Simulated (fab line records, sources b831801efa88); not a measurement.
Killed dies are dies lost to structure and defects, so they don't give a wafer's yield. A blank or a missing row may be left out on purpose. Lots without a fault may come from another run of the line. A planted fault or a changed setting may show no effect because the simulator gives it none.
A struck lot beside a sound one | flow gf180mcu | 29 steps out of a route of 602
Sound: wafers L676.1, L676.3, L676.6. Struck: wafers L671.1, L671.2, L671.3. The cause comes at the end.
At each step with rows: each side's tool, then ch and its chambers, then its first start. Under that, the readings that differ: sound wafers | struck wafers | difference of the means | sigmas: that difference in standard deviations of wafers without a fault.
alike: readings whose means differ by less than 2 such deviations, and words and numbers that are the same on both sides. not compared: withheld readings, readings that some wafer has no value for, bounds like >300 that may hide the same value, and numbers for which the record gives no deviation and whose values overlap.
The two part at a step that has a row with sigmas, a row that says differs or no value, or rows on one side only. Numbers that don't overlap but have no deviation are shown without sigmas and don't part them. A reading that every wafer of one side lacks parts them only if that side has two wafers or more.

first, 4 steps without rows for these wafers: GF_M3_SOFTBAKE_10 (time 60 s); GF_M3_EXPOSE_11 (exposes mask Metal3, target cd 280 nm); GF_M3_PEB_12 (peb time 90 s); GF_M3_DEVELOP_13 (develop time 60 s).
GF_M3_CD_MEAS_14: target cd 280 nm.
  sound on cd_sem-01, day 26 19:55; struck on cd_sem-01, day 25 11:19
  alike: cd_nm
GF_M3_OVL_MEAS_15:
  sound on overlay-01, day 26 20:02; struck on overlay-01, day 25 11:26
  alike: M3_OVL
GF_M3_METAL_ETCH_16: etches the open film in Cl2/BCl3, stops on SiO2, target depth 750.8 nm, time 125.1 s.
  sound on rie_metal-04 ch 0, day 26 20:05; struck on rie_metal-04 ch 0,1, day 25 11:29
  alike: bcl3_flow_sccm, drypump_motor_current_A, oes_product_au, throttle_valve_pct
  not compared: rf_hours_counter_h
GF_M3_STRIP_17: strips in O2/N2.
  sound on plasma_asher-02 ch 1, day 26 20:20; struck on plasma_asher-02 ch 0,1, day 25 11:37
  alike: drypump_motor_current_A, heater_power_w, o2_flow_sccm, oes_product_au, strip_time_to_endpoint_s
  not compared: rf_hours_counter_h
then, 3 steps without rows for these wafers: GF_M3_STRIP_18 (strips in post etch residue remover, time 1200 s); GF_M3_CLEAN_19 (cleans in DIW); GF_V3_CVD_00 (deposits SiO2, target thk 600 nm, time 100 s).
GF_V3_THK_MEAS_01:
  sound on film_metro-04, day 26 20:56; struck on film_metro-02, day 25 12:15
  alike: V3_CVD_00_THK
GF_V3_CVD_02: deposits SiO2 from TEOS, target thk 850 nm, time 94.851 s.
  sound on pecvd-02 ch 1,2, day 26 21:00; struck on pecvd-02 ch 0,1,2, day 25 12:19
  no value came back on the struck wafers for heater_power_outer_w (W), heater_power_w (W), time_s (s); on the sound wafers heater_power_outer_w (W) reads 374 436 456
GF_V3_CMP_04: polishes SiO2.
  sound on cmp-01 ch 0,3, day 26 21:08; struck on cmp-02 ch 0,1,3, day 25 12:26
  reading                | sound    | struck | difference                    | sigmas
  time_to_endpoint_s (s) | 84 75 80 | - - -  | no value on the struck wafers |
  alike: motor_current_A
GF_V3_BOW_MEAS_05:
  sound on film_metro-03, day 26 21:26; struck on film_metro-04, day 25 12:44
  alike: V3_BOW
then, 8 steps without rows for these wafers: GF_V3_DEHYDRATE_06 (time 60 s); GF_V3_HMDS_07 (prime time 60 s); GF_V3_COAT_08; GF_V3_COAT_09 (resist thk 1000 nm); GF_V3_SOFTBAKE_10 (time 60 s); GF_V3_EXPOSE_11 (exposes mask Via3, target cd 260 nm); GF_V3_PEB_12 (peb time 90 s); GF_V3_DEVELOP_13 (develop time 60 s).
GF_V3_CD_MEAS_14: target cd 260 nm.
  sound on cd_sem-01, day 27 17:11; struck on cd_sem-02, day 26 09:47
  alike: cd_nm
GF_V3_OVL_MEAS_15:
  sound on overlay-02, day 27 17:19; struck on overlay-01, day 26 09:55
  alike: V3_OVL
GF_V3_ETCH_16: etches BARC in N2/H2.
  sound on rie_diel-02 ch 1,2,3, day 27 17:21; struck on rie_diel-04 ch 1,2,3, day 26 09:57
  alike: drypump_motor_current_A, oes_product_au, throttle_valve_pct
GF_V3_ETCH_17: etches SiO2 in C4F8/O2/Ar, stops on TiN, target depth 635 nm.
  sound on rie_diel-02 ch 1,2,3; struck on rie_diel-04 ch 1,2,3
  reading                        | sound             | struck            | difference | sigmas
  oes_product_au (a.u.)          | 0.855 0.851 0.850 | 0.822 0.830 0.835 | -0.023     | -6
  model.etch.depth_nm (nm)       | 632.2 630.6 631.7 | 585.9 602.6 599.2 | -35.6      |
  model.V3.feature_depth_nm (nm) | 632.2 630.6 631.7 | 585.9 602.6 599.2 | -35.6      |
GF_V3_STRIP_18: strips in O2/N2.
  sound on plasma_asher-03 ch 0,1, day 27 17:29; struck on plasma_asher-03 ch 0,1, day 26 10:05
  alike: drypump_motor_current_A, heater_power_w, o2_flow_sccm, oes_product_au
  not compared: rf_hours_counter_h
-- the record jumps here: 6 days lie between the struck wafers' starts before and after (it left off in module V3 and takes up again in module PASSIVATION, whose first step shown is number 602 of the route) --
GF_PASSIVATION_PROBE_99:
  the record has rows for the struck wafers here (prober-01, day 32 10:04) and none for the sound ones

WHERE THEY PART
First at GF_V3_CVD_02; last, within this record, at GF_PASSIVATION_PROBE_99.

WHY: what the simulator had put in
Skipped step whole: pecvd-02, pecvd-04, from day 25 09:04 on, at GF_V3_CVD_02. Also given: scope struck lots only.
